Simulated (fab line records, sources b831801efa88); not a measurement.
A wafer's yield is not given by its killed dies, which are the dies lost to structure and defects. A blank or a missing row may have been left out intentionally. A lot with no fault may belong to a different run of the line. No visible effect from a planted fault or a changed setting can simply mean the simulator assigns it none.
fab line records	flow gf180mcu
record: lots: 24	wafers: 72	last-day: 34
route steps=602 shown V3@431 V4@502 MIM@504 V5@555 TOP_METAL@567
lots that met no fault: from a run of the same line without faults
start-h: hours from the record's first day to the start of the lot's first wafer shown	wait-h: how many hours have passed since the lot's step before this one	" unchanged from the row above	L1.1+2: one row covering several wafers at once	- value missing, or start not given	* or withheld: withheld	< > ~ a bound
route shown NAME@n: names a module that has steps shown in the file, with the first one's number in the route	usual: mean and standard deviation over wafers with no fault	same: alike in all rows	chamber/n: place in a boat	sites: each site's reading	_std_site: their standard deviation	_edge_site: mean of outer sites minus mean of inner sites	radius-mm: how far each site lies from the wafer's centre	mask NAME#n: copy n	behind: the last tool/chamber to shape the wafer	hold: reason for holding the lot/hours on hold/outcome of the hold	device: the n, p or np transistor that did not switch	end of line: the same wafers' tests at the end of the route	a step with no rows: only its recipe	killed: not the wafer's yield, but the dies lost to structure and defects at the first sort	map: per-die view of a wafer (x killed, . not killed, _ where there is no die)
set.NAME: the setting the step ran with; set.NAME@STEP: the setting that earlier step ran with	model.NAME: the simulator's own value behind a step, which no gauge read
one table for each step of the route and one row for each wafer, over a sample of lots
services: when a tool's chamber went out of use (start-h, in hours from the record's first day, below 0 if earlier), for how many hours, and the reason
== steps ==
step: GF_V3_CVD_02
recipe: material: SiO2	target-thk-nm: 850	precursor: TEOS	temp-c: 400	time-s: 94.851	rf-w: 600
usual: heater-power-w: 651/63
lot.wafer	tool	chamber	start-h	wait-h	heater-power-w
L074.2	pecvd-03	0	486.69	0.0	608
L074.4	"	0	"	"	663
L074.6	"	1	"	"	701
L075.1	pecvd-01	0	494.65	0.1	716
L075.2	"	2	"	"	699
L075.5	"	0	"	"	754
L076.2	pecvd-01	0	507.12	0.0	758
L076.5	"	2	"	"	635
L076.6	"	1	"	"	711
L077.2	pecvd-02	0	515.64	0.0	651
L077.3	"	1	"	"	598
L077.6	"	2	"	"	620
L078.1	pecvd-01	0	523.90	0.1	700
L078.2	"	1	"	"	718
L078.5	"	1	"	"	759
L079.2	pecvd-01	0	533.47	0.0	627
L079.5	"	2	"	"	677
L079.6	"	0	"	"	669
L080.1	pecvd-02	1	542.79	0.1	621
L080.2	"	0	"	"	640
L080.6	"	2	"	"	587
L081.1	pecvd-02	2	553.27	0.1	575
L081.4	"	1	"	"	651
L081.6	"	2	"	"	600
L082.3	pecvd-01	1	564.10	0.0	737
L082.4	"	2	"	"	664
L082.5	"	1	"	"	779
L083.1	pecvd-03	2	570.33	0.1	577
L083.2	"	1	"	"	720
L083.5	"	1	"	"	769
L084.1	pecvd-02	2	577.10	0.1	521
L084.3	"	1	"	"	598
L084.4	"	2	"	"	579
L085.3	pecvd-02	0	581.74	0.0	620
L085.5	"	0	"	"	662
L085.6	"	1	"	"	670
L086.1	pecvd-01	1	590.06	0.1	730
L086.3	"	0	"	"	639
L086.4	"	1	"	"	768
L087.3	pecvd-02	2	600.55	0.1	498
L087.4	"	0	"	"	663
L087.5	"	2	"	"	561
L088.2	pecvd-03	2	608.79	0.0	686
L088.4	"	1	"	"	715
L088.6	"	0	"	"	641
L089.1	pecvd-02	1	617.14	0.1	670
L089.2	"	2	"	"	619
L089.3	"	0	"	"	554
L090.2	pecvd-02	1	620.05	0.0	545
L090.4	"	1	"	"	608
L090.5	"	2	"	"	495
L091.1	pecvd-02	0	629.57	0.1	593
L091.3	"	2	"	"	598
L091.5	"	2	"	"	631
L092.1	pecvd-03	0	636.67	0.1	678
L092.2	"	1	"	"	651
L092.5	"	2	"	"	587
L093.1	pecvd-03	1	640.22	0.1	766
L093.4	"	0	"	"	687
L093.5	"	2	"	"	680
L094.1	pecvd-03	1	649.72	0.1	757
L094.2	"	2	"	"	708
L094.3	"	0	"	"	608
L095.1	pecvd-03	2	656.63	0.1	684
L095.3	"	1	"	"	741
L095.6	"	2	"	"	701
L096.3	pecvd-01	1	660.59	0.0	705
L096.4	"	0	"	"	787
L096.5	"	1	"	"	757
L097.1	pecvd-02	1	671.22	0.1	619
L097.2	"	2	"	"	593
L097.4	"	1	"	"	665
step: GF_V3_CD_MEAS_14
recipe: target-cd-nm: 260
usual: cd-nm: 259.3/1.2
lot.wafer	tool	chamber	start-h	wait-h	cd-nm
L074.2	cd-sem-01	-	510.67	0.1	261.3
L074.4	"	-	"	"	261.0
L074.6	"	-	"	"	260.6
L075.1	cd-sem-02	-	518.40	0.1	258.0
L075.2	"	-	"	"	258.4
L075.5	"	-	"	"	257.8
L076.2	cd-sem-01	-	529.77	0.1	259.6
L076.5	"	-	"	"	258.7
L076.6	"	-	"	"	259.3
L077.2	cd-sem-01	-	539.58	0.1	258.4
L077.3	"	-	"	"	257.5
L077.6	"	-	"	"	258.0
L078.1	cd-sem-01	-	546.75	0.1	258.9
L078.2	"	-	"	"	259.3
L078.5	"	-	"	"	260.0
L079.2	cd-sem-01	-	556.37	0.1	260.7
L079.5	"	-	"	"	260.5
L079.6	"	-	"	"	260.4
L080.1	cd-sem-01	-	564.95	0.1	259.4
L080.2	"	-	"	"	258.6
L080.6	"	-	"	"	258.8
L081.1	cd-sem-01	-	575.21	0.1	260.1
L081.4	"	-	"	"	261.0
L081.6	"	-	"	"	258.9
L082.3	cd-sem-02	-	585.74	0.1	260.9
L082.4	"	-	"	"	260.5
L082.5	"	-	"	"	260.4
L083.1	cd-sem-01	-	592.20	0.1	258.6
L083.2	"	-	"	"	259.2
L083.5	"	-	"	"	257.2
L084.1	cd-sem-01	-	598.31	0.1	260.0
L084.3	"	-	"	"	260.3
L084.4	"	-	"	"	259.3
L085.3	cd-sem-01	-	603.45	0.1	260.6
L085.5	"	-	"	"	259.8
L085.6	"	-	"	"	260.6
L086.1	cd-sem-02	-	611.45	0.1	259.7
L086.3	"	-	"	"	258.0
L086.4	"	-	"	"	259.1
L087.3	cd-sem-02	-	621.74	0.1	257.4
L087.4	"	-	"	"	257.5
L087.5	"	-	"	"	257.4
L088.2	cd-sem-01	-	629.27	0.1	259.3
L088.4	"	-	"	"	259.1
L088.6	"	-	"	"	259.1
L089.1	cd-sem-01	-	637.80	0.1	258.5
L089.2	"	-	"	"	259.4
L089.3	"	-	"	"	258.2
L090.2	cd-sem-02	-	640.92	0.1	259.2
L090.4	"	-	"	"	259.4
L090.5	"	-	"	"	260.3
L091.1	cd-sem-01	-	649.40	0.1	258.9
L091.3	"	-	"	"	258.7
L091.5	"	-	"	"	258.1
L092.1	cd-sem-02	-	656.40	0.1	260.6
L092.2	"	-	"	"	260.3
L092.5	"	-	"	"	262.0
L093.1	cd-sem-01	-	660.00	0.1	259.1
L093.4	"	-	"	"	259.2
L093.5	"	-	"	"	259.8
L094.1	cd-sem-01	-	668.60	0.1	259.8
L094.2	"	-	"	"	260.2
L094.3	"	-	"	"	259.5
L095.1	cd-sem-01	-	675.60	0.1	258.9
L095.3	"	-	"	"	258.8
L095.6	"	-	"	"	258.9
L096.3	cd-sem-02	-	679.54	0.1	257.9
L096.4	"	-	"	"	256.5
L096.5	"	-	"	"	256.4
L097.1	cd-sem-01	-	690.38	0.2	258.7
L097.2	"	-	"	"	257.6
L097.4	"	-	"	"	258.9
step: GF_V4_CMP_26
recipe: stop-on: SiO2	down-force-psi: 3.5	platen-rpm: 60	t-overpolish-s: 15	target-thk-nm: 0	pad-velocity-m-s: 0.94248
usual: motor-current-A: 11.3/1.1	overpolish-run-s: 14.999/0.0091	platen-rpm: 60.00/0.038	slurry-filter-dp-kPa: 13.51/0.14	slurry-flow-ml-min: 150.0/0.44	time-to-endpoint-s: 85/4
lot.wafer	tool	chamber	start-h	wait-h	motor-current-A	overpolish-run-s	platen-rpm	slurry-filter-dp-kPa	slurry-flow-ml-min	time-to-endpoint-s
L074.4	cmp-01	1	558.61	0.1	11.2	15.000	59.96	13.68	149.6	81
L074.2	"	2	"	"	10.4	15.002	60.04	13.72	149.6	79
L074.6	"	0	"	"	10.7	15.009	60.02	13.44	150.6	85
L075.2	cmp-02	0	568.17	0.1	11.3	14.993	60.06	13.45	149.1	85
L075.1	"	2	"	"	11.1	14.986	59.98	13.34	149.4	82
L075.5	"	3	"	"	14.2	14.992	60.04	13.34	149.3	86
L076.2	cmp-02	2	577.77	0.1	11.2	14.999	60.03	13.57	149.6	85
L076.5	"	1	"	"	12.8	15.004	60.06	13.53	150.3	82
L076.6	"	2	"	"	10.7	14.997	60.00	13.47	149.6	85
L077.2	cmp-01	3	587.17	0.0	11.0	14.998	59.99	13.56	150.4	90
L077.3	"	1	"	"	10.7	15.004	59.96	13.55	149.5	84
L077.6	"	0	"	"	11.1	15.009	60.02	13.62	150.0	88
L078.2	cmp-02	3	594.55	0.1	13.9	14.994	60.00	13.40	150.1	93
L078.1	"	0	"	"	11.1	15.011	60.06	13.47	150.5	84
L078.5	"	1	"	"	11.2	15.001	60.02	13.25	150.8	84
L079.2	cmp-01	0	603.71	0.1	11.1	15.003	59.98	13.56	149.6	86
L079.5	"	3	"	"	10.3	14.992	60.04	13.58	150.7	86
L079.6	"	0	"	"	11.2	15.002	60.01	13.29	150.2	87
L080.1	cmp-02	0	611.47	0.1	10.7	15.000	59.97	13.62	150.3	84
L080.2	"	1	"	"	11.4	15.003	59.99	13.44	150.5	82
L080.6	"	0	"	"	10.8	14.999	59.97	13.34	149.5	81
L081.1	cmp-02	2	620.73	0.1	11.0	14.995	59.93	13.51	150.2	85
L081.4	"	0	"	"	11.6	15.013	59.99	13.70	149.3	82
L081.6	"	1	"	"	11.7	15.020	59.93	13.66	149.8	83
L082.3	cmp-02	3	631.11	0.1	13.6	14.982	60.09	13.58	149.9	91
L082.4	"	1	"	"	12.2	15.000	60.04	13.45	150.2	81
L082.5	"	2	"	"	10.9	15.013	60.13	13.44	149.4	86
L083.2	cmp-02	0	637.65	0.1	11.6	15.006	60.01	13.30	150.0	82
L083.1	"	1	"	"	12.5	14.987	59.99	13.59	150.3	88
L083.5	"	0	"	"	12.0	15.014	60.00	13.26	150.2	82
L084.1	cmp-02	3	642.80	0.1	14.6	15.008	60.00	13.39	150.2	90
L084.4	"	0	"	"	11.4	15.011	59.98	13.57	149.9	83
L084.3	"	1	"	"	11.9	15.007	59.97	13.53	150.2	84
L085.3	cmp-02	2	648.03	0.2	10.8	15.002	59.99	13.84	150.3	82
L085.5	"	3	"	"	12.8	14.995	60.09	13.46	150.1	92
L085.6	"	0	"	"	11.9	14.997	59.95	13.56	150.3	81
L086.4	cmp-01	1	656.37	0.1	10.8	14.980	59.97	13.32	150.3	83
L086.1	"	2	"	"	10.5	14.985	60.03	13.63	150.2	83
L086.3	"	3	"	"	10.7	14.989	60.00	13.34	149.8	89
L087.4	cmp-02	0	665.62	0.1	11.0	14.984	60.02	13.59	149.5	79
L087.3	"	1	"	"	11.4	15.010	60.00	13.72	149.9	77
L087.5	"	3	"	"	14.3	15.014	59.96	13.42	149.9	86
L088.2	cmp-01	3	672.76	0.3	10.6	14.999	60.04	13.51	149.2	92
L088.4	"	1	"	"	10.9	15.003	59.99	13.68	150.3	85
L088.6	"	3	"	"	10.7	14.994	59.96	13.39	149.6	90
L089.2	cmp-01	0	680.36	0.0	10.9	15.005	59.98	13.34	149.7	87
L089.1	"	1	"	"	11.2	15.006	60.03	13.85	150.1	83
L089.3	"	2	"	"	10.9	15.005	59.98	13.65	150.0	80
L090.2	cmp-01	0	684.12	0.1	10.8	14.999	60.00	13.61	149.5	90
L090.4	"	2	"	"	10.4	14.990	59.95	13.43	150.6	84
L090.5	"	0	"	"	11.0	14.991	59.98	13.61	148.7	90
L091.3	cmp-01	0	693.48	2.0	10.8	15.001	60.00	13.60	150.5	89
L091.1	"	1	"	"	10.7	15.000	60.02	13.43	150.2	82
L091.5	"	3	"	"	10.2	15.008	59.93	13.36	149.9	88
L093.4	cmp-01	0	701.71	0.1	11.2	14.997	59.96	13.74	150.7	89
L093.1	"	1	"	"	10.7	14.988	59.94	13.58	150.1	84
L093.5	"	1	"	"	11.0	14.994	59.94	13.68	150.4	82
L092.1	cmp-01	3	703.40	0.5	11.0	15.000	60.00	13.56	150.1	89
L092.2	"	1	"	"	11.0	15.010	60.02	13.45	150.4	81
L092.5	"	2	"	"	10.0	15.010	60.01	13.58	149.5	86
L094.1	cmp-01	2	709.42	0.1	10.1	14.997	60.00	13.45	150.2	81
L094.3	"	0	"	"	11.4	14.993	60.04	13.41	150.4	90
L094.2	"	1	"	"	10.9	14.999	59.99	13.53	150.0	82
L095.3	cmp-01	2	716.45	0.1	10.3	15.005	60.01	13.43	149.8	80
L095.1	"	3	"	"	10.4	14.997	59.98	13.33	149.4	85
L095.6	"	3	"	"	10.8	14.998	59.97	13.53	149.2	86
L096.4	cmp-01	1	720.85	0.2	10.7	14.982	60.00	13.31	149.8	84
L096.3	"	3	"	"	10.5	14.980	59.96	13.55	150.2	96
L096.5	"	0	"	"	10.7	15.002	60.01	13.60	149.6	89
L097.2	cmp-02	2	731.17	0.4	11.4	14.995	60.03	13.25	150.2	88
L097.4	"	3	"	"	13.9	14.987	59.96	13.55	149.7	95
L097.1	"	1	"	"	11.7	15.008	60.03	13.50	150.7	87
step: GF_MIM_SPUTTER_01
recipe: material: TiN	target-thk-nm: 30	power-w: 6500	time-s: 25	chamber-pressure-pa: 0.4
usual: throttle-valve-pct: 30.1/1
lot.wafer	tool	chamber	start-h	wait-h	throttle-valve-pct
L074.2	pvd-sputter-02	-	558.96	0.1	30.5
L074.4	"	-	"	"	28.4
L074.6	"	-	"	"	30.6
L075.1	pvd-sputter-03	-	568.52	0.1	30.8
L075.2	"	-	"	"	29.3
L075.5	"	-	"	"	30.8
L076.2	pvd-sputter-03	-	578.12	0.1	30.3
L076.5	"	-	"	"	30.7
L076.6	"	-	"	"	31.2
L077.2	pvd-sputter-04	-	587.57	0.1	31.5
L077.3	"	-	"	"	30.1
L077.6	"	-	"	"	31.5
L078.1	pvd-sputter-03	-	594.85	0.1	31.2
L078.2	"	-	"	"	30.1
L078.5	"	-	"	"	29.9
L079.2	pvd-sputter-03	-	604.06	0.1	29.8
L079.5	"	-	"	"	30.5
L079.6	"	-	"	"	29.8
L080.1	pvd-sputter-04	-	611.87	0.1	31.6
L080.2	"	-	"	"	30.0
L080.6	"	-	"	"	30.0
L081.1	pvd-sputter-03	-	621.08	0.1	29.8
L081.4	"	-	"	"	31.1
L081.6	"	-	"	"	30.5
L082.3	pvd-sputter-04	-	631.46	0.1	31.6
L082.4	"	-	"	"	30.2
L082.5	"	-	"	"	29.8
L083.1	pvd-sputter-04	-	638.00	0.1	30.2
L083.2	"	-	"	"	31.6
L083.5	"	-	"	"	30.6
L084.1	pvd-sputter-03	-	643.20	0.1	30.5
L084.3	"	-	"	"	31.4
L084.4	"	-	"	"	29.8
L085.3	pvd-sputter-03	-	648.28	0.1	29.9
L085.5	"	-	"	"	30.7
L085.6	"	-	"	"	31.5
L086.1	pvd-sputter-04	-	656.72	0.1	30.5
L086.3	"	-	"	"	31.4
L086.4	"	-	"	"	30.0
L087.3	pvd-sputter-04	-	665.97	0.1	29.9
L087.4	"	-	"	"	31.3
L087.5	"	-	"	"	31.6
L088.2	pvd-sputter-03	-	673.16	0.1	30.0
L088.4	"	-	"	"	31.1
L088.6	"	-	"	"	31.3
L089.1	pvd-sputter-02	-	680.76	0.1	29.2
L089.2	"	-	"	"	28.5
L089.3	"	-	"	"	28.5
L090.2	pvd-sputter-04	-	684.47	0.1	30.8
L090.4	"	-	"	"	31.8
L090.5	"	-	"	"	28.5
L091.1	pvd-sputter-03	-	693.78	0.1	29.5
L091.3	"	-	"	"	30.0
L091.5	"	-	"	"	29.5
L093.1	pvd-sputter-02	-	702.11	0.1	30.9
L093.4	"	-	"	"	28.2
L093.5	"	-	"	"	29.6
L092.1	pvd-sputter-02	-	703.75	0.1	28.4
L092.2	"	-	"	"	29.5
L092.5	"	-	"	"	30.5
L094.1	pvd-sputter-02	-	709.82	0.1	30.8
L094.2	"	-	"	"	28.6
L094.3	"	-	"	"	28.4
L095.1	pvd-sputter-04	-	716.85	0.1	28.8
L095.3	"	-	"	"	31.6
L095.6	"	-	"	"	28.4
L096.3	pvd-sputter-03	-	721.20	0.1	29.9
L096.4	"	-	"	"	29.5
L096.5	"	-	"	"	30.6
L097.1	pvd-sputter-04	-	731.60	0.1	30.3
L097.2	"	-	"	"	28.3
L097.4	"	-	"	"	31.6
step: GF_V5_OVL_MEAS_15
usual: V5_OVL: -4/5.6
lot.wafer	tool	chamber	start-h	wait-h	V5_OVL[nm]
L074.2	overlay-02	-	625.23	0.1	-8
L074.4	"	-	"	"	-5
L074.6	"	-	"	"	-4
L075.1	overlay-02	-	633.87	0.1	0
L075.2	"	-	"	"	-4
L075.5	"	-	"	"	-3
L076.2	overlay-01	-	642.53	0.1	-18
L076.5	"	-	"	"	-13
L076.6	"	-	"	"	-20
L077.2	overlay-02	-	649.63	0.1	-2
L077.3	"	-	"	"	5
L077.6	"	-	"	"	-7
L078.1	overlay-02	-	657.37	0.1	-8
L078.2	"	-	"	"	-3
L078.5	"	-	"	"	-6
L079.2	overlay-01	-	666.27	0.1	-10
L079.5	"	-	"	"	-6
L079.6	"	-	"	"	-12
L080.1	overlay-01	-	673.20	0.1	-2
L080.2	"	-	"	"	1
L080.6	"	-	"	"	4
L081.1	overlay-02	-	682.39	0.1	-1
L081.4	"	-	"	"	-8
L081.6	"	-	"	"	-9
L082.3	overlay-01	-	691.91	0.1	-3
L082.4	"	-	"	"	9
L082.5	"	-	"	"	-6
L083.1	overlay-02	-	696.92	0.1	-3
L083.2	"	-	"	"	-3
L083.5	"	-	"	"	0
L084.1	overlay-01	-	701.62	0.1	-3
L084.3	"	-	"	"	-3
L084.4	"	-	"	"	7
L085.3	overlay-01	-	706.17	0.1	-9
L085.5	"	-	"	"	-7
L085.6	"	-	"	"	-6
L086.1	overlay-02	-	714.02	0.1	-4
L086.3	"	-	"	"	0
L086.4	"	-	"	"	-4
L087.3	overlay-02	-	721.77	0.1	2
L087.4	"	-	"	"	-7
L087.5	"	-	"	"	-6
L088.2	overlay-01	-	729.41	0.1	-5
L088.4	"	-	"	"	-6
L088.6	"	-	"	"	-6
L089.1	overlay-02	-	736.17	0.1	-4
L089.2	"	-	"	"	-6
L089.3	"	-	"	"	-2
L090.2	overlay-02	-	742.47	0.1	-6
L090.4	"	-	"	"	-7
L090.5	"	-	"	"	-14
L091.1	overlay-02	-	747.95	0.1	-7
L091.3	"	-	"	"	-8
L091.5	"	-	"	"	-5
L093.1	overlay-02	-	756.60	0.1	6
L093.4	"	-	"	"	-5
L093.5	"	-	"	"	3
L092.1	overlay-01	-	757.37	0.1	-4
L092.2	"	-	"	"	1
L092.5	"	-	"	"	-9
L094.1	overlay-02	-	763.62	0.1	3
L094.2	"	-	"	"	-2
L094.3	"	-	"	"	4
L095.1	overlay-01	-	769.40	0.1	-6
L095.3	"	-	"	"	-2
L095.6	"	-	"	"	1
L096.3	overlay-01	-	772.72	0.1	-5
L096.4	"	-	"	"	3
L096.5	"	-	"	"	-12
L097.1	overlay-02	-	782.62	0.1	3
L097.2	"	-	"	"	3
L097.4	"	-	"	"	0
step: GF_TOP_METAL_SPUTTER_00
recipe: material: Ti	target-thk-nm: 37.5	arriving-ion-energy-ev: 80	substrate-temp-c: 200	chamber-pressure-pa: 2	power-w: 4000	time-s: 150
usual: throttle-valve-pct: 29.7/0.97
lot.wafer	tool	chamber	start-h	wait-h	throttle-valve-pct
L074.2	pvd-sputter-02	-	626.64	0.2	28.2
L074.4	"	-	"	"	28.5
L074.6	"	-	"	"	29.4
L075.1	pvd-sputter-02	-	635.40	0.2	30.7
L075.2	"	-	"	"	28.5
L075.5	"	-	"	"	29.9
L076.2	pvd-sputter-01	-	643.95	0.1	30.0
L076.5	"	-	"	"	29.9
L076.6	"	-	"	"	30.7
L077.2	pvd-sputter-03	-	651.08	0.1	30.1
L077.3	"	-	"	"	29.8
L077.6	"	-	"	"	30.0
L078.1	pvd-sputter-02	-	658.78	0.2	28.4
L078.2	"	-	"	"	29.4
L078.5	"	-	"	"	30.7
L079.2	pvd-sputter-02	-	667.68	0.2	29.5
L079.5	"	-	"	"	29.2
L079.6	"	-	"	"	28.4
L080.1	pvd-sputter-01	-	675.87	0.2	30.0
L080.2	"	-	"	"	29.5
L080.6	"	-	"	"	28.3
L081.1	pvd-sputter-03	-	683.81	0.2	30.7
L081.4	"	-	"	"	31.4
L081.6	"	-	"	"	30.5
L082.3	pvd-sputter-03	-	694.73	0.2	29.6
L082.4	"	-	"	"	29.9
L082.5	"	-	"	"	29.4
L083.1	pvd-sputter-02	-	698.44	0.1	29.8
L083.2	"	-	"	"	28.5
L083.5	"	-	"	"	30.7
L084.1	pvd-sputter-01	-	703.35	0.2	28.3
L084.3	"	-	"	"	30.2
L084.4	"	-	"	"	29.5
L085.3	pvd-sputter-02	-	707.90	0.1	29.2
L085.5	"	-	"	"	28.3
L085.6	"	-	"	"	30.3
L086.1	pvd-sputter-02	-	715.63	0.1	28.5
L086.3	"	-	"	"	29.5
L086.4	"	-	"	"	30.6
L087.3	pvd-sputter-01	-	723.17	0.2	29.9
L087.4	"	-	"	"	29.5
L087.5	"	-	"	"	29.9
L088.2	pvd-sputter-02	-	730.85	0.3	30.8
L088.4	"	-	"	"	29.3
L088.6	"	-	"	"	30.7
L089.1	pvd-sputter-03	-	737.58	0.1	29.9
L089.2	"	-	"	"	31.5
L089.3	"	-	"	"	29.7
L090.2	pvd-sputter-03	-	743.88	0.1	29.9
L090.4	"	-	"	"	30.8
L090.5	"	-	"	"	30.8
L091.1	pvd-sputter-02	-	749.38	0.1	28.0
L091.3	"	-	"	"	29.3
L091.5	"	-	"	"	28.4
L093.1	pvd-sputter-02	-	758.02	0.1	28.2
L093.4	"	-	"	"	29.6
L093.5	"	-	"	"	28.2
L092.1	pvd-sputter-02	-	758.78	0.1	29.3
L092.2	"	-	"	"	30.5
L092.5	"	-	"	"	30.3
L094.1	pvd-sputter-03	-	765.03	0.2	31.0
L094.2	"	-	"	"	30.1
L094.3	"	-	"	"	29.5
L095.1	pvd-sputter-01	-	770.85	0.2	30.7
L095.3	"	-	"	"	29.5
L095.6	"	-	"	"	30.2
L096.3	pvd-sputter-01	-	774.23	0.2	29.9
L096.4	"	-	"	"	28.3
L096.5	"	-	"	"	30.2
L097.1	pvd-sputter-03	-	784.04	0.2	30.0
L097.2	"	-	"	"	29.4
L097.4	"	-	"	"	30.5
== services ==
tool	chamber	start-h	hours	kind
pvd-sputter-03	-	474.38	5.7	repair
cmp-01	-	478.38	0.2	repair
cmp-01	-	481.09	0.7	repair
cmp-02	-	527.63	0.4	repair
cmp-01	-	546.60	1.9	repair
pvd-sputter-02	-	546.71	1.0	repair
pecvd-02	-	568.25	5.5	pm
cmp-02	-	572.00	4.0	pm
pecvd-02	-	586.85	0.8	repair
pvd-sputter-02	-	595.48	3.9	repair
pecvd-02	1	595.52	10.2	repair
cmp-02	-	597.70	0.7	repair
cmp-02	-	621.43	0.7	repair
cmp-02	-	621.44	0.7	repair
cmp-01	-	636.80	0.5	repair
cmp-02	-	690.61	38.8	repair
cmp-01	-	690.67	2.4	repair
cmp-01	-	694.20	0.2	repair
cmp-02	-	697.51	3.2	repair
cmp-01	-	729.38	2.9	pm
pvd-sputter-02	-	736.31	9.7	repair
cmp-01	-	750.82	4.0	pm
cmp-02	-	758.78	2.8	pm
cmp-02	-	775.68	3.5	repair
== key ==
fault none
